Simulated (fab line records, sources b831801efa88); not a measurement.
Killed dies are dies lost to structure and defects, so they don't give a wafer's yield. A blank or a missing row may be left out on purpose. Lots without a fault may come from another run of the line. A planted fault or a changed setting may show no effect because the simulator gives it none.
Tool commonality check | flow gf180mcu | 12 lots, 36 wafers sampled

WHY IT WAS OPENED
At GF_MVSD_TW_MEAS_11 the reading MVSD_TW is flagged on 1 of 12 lots. Wafers without a fault read 1592, standard deviation 13.
Rule: a lot is flagged when every wafer of it that has a number lies more than 4 standard deviations from that mean, or none has a number. The other lots count as sound.

lot  | measured     | on            | MVSD_TW, wafer by wafer | flag
L337 | day 4 09:56  | film_metro-02 | 1615 1606 1614          |
L338 | day 4 17:39  | film_metro-02 | 1612 1617 1609          |
L339 | day 4 22:41  | film_metro-02 | 1608 1608 1617          |
L341 | day 5 09:59  | film_metro-04 | 30 30 30                | FLAGGED
L343 | day 5 22:20  | film_metro-01 | 1573 1572 1574          |
L344 | day 6 02:58  | film_metro-04 | 1575 1578 1591          |
L348 | day 7 03:07  | film_metro-02 | 1601 1609 1602          |
L355 | day 8 18:34  | film_metro-02 | 1607 1612 1597          |
L356 | day 9 01:18  | film_metro-01 | 1585 1582 1590          |
L358 | day 9 11:10  | film_metro-04 | 1594 1580 1595          |
L359 | day 9 20:14  | film_metro-02 | 1594 1597 1593          |
L360 | day 10 00:46 | film_metro-04 | 1594 1592 1591          |
The numbers of the flagged lots are 30 on average: -1562 against the usual, or -99 or more standard deviations.

WHICH TOOL RAN EACH LOT
The record holds 1 process step before the reading, out of a route of 602 steps. In each cell: the tool, then ch and the chambers that the sampled wafers went through, then the start.
lot  | flag    | GF_MVSD_EXPOSE_04
L337 |         | iline_stepper-02 ch 0, day 4 03:13
L338 |         | iline_stepper-02 ch 0, day 4 10:07
L339 |         | iline_stepper-01 ch 0, day 4 16:07
L341 | FLAGGED | iline_stepper-02 ch 0, day 5 02:16
L343 |         | iline_stepper-02 ch 0, day 5 14:39
L344 |         | iline_stepper-02 ch 0, day 5 19:01
L348 |         | iline_stepper-02 ch 0, day 6 19:17
L355 |         | iline_stepper-02 ch 0, day 8 09:56
L356 |         | iline_stepper-01 ch 0, day 8 16:32
L358 |         | iline_stepper-01 ch 0, day 9 02:22
L359 |         | iline_stepper-02 ch 0, day 9 08:56
L360 |         | iline_stepper-01 ch 0, day 9 16:19
What these steps do:
- GF_MVSD_EXPOSE_04: exposes mask MVSD, target cd 1000 nm.
- GF_MVSD_TW_MEAS_11

FLAGGED OVER TOTAL, TOOL BY TOOL (the gauges that took the reading come last)
step               | tool             | lots run | flagged | share of the flagged lots | sound lots run after its first flagged lot
GF_MVSD_EXPOSE_04  | iline_stepper-01 | 4        | 0       | none                      | -
GF_MVSD_EXPOSE_04  | iline_stepper-02 | 8        | 1       | all                       | 5 (L343,L344,L348,L355,L359)
GF_MVSD_TW_MEAS_11 | film_metro-01    | 2        | 0       | none                      | -
GF_MVSD_TW_MEAS_11 | film_metro-02    | 6        | 0       | none                      | -
GF_MVSD_TW_MEAS_11 | film_metro-04    | 4        | 1       | all                       | 3 (L344,L358,L360)

WHAT THE TABLE ALLOWS
2 rows of the table ran every flagged lot: iline_stepper-02 at GF_MVSD_EXPOSE_04, film_metro-04 at GF_MVSD_TW_MEAS_11.
- iline_stepper-02 at GF_MVSD_EXPOSE_04: 1 of its 8 lots flagged. Sound lots ran on it after the first flagged one (L343, L344, L348, L355, L359), which a lasting fault on the whole tool wouldn't allow.
- film_metro-04 at GF_MVSD_TW_MEAS_11: 1 of its 4 lots flagged. Sound lots ran on it after the first flagged one (L344, L358, L360), which a lasting fault on the whole tool wouldn't allow.
No row of the table ran every flagged lot and no sound lot after the first.

WHAT THE SIMULATOR HAD PUT IN
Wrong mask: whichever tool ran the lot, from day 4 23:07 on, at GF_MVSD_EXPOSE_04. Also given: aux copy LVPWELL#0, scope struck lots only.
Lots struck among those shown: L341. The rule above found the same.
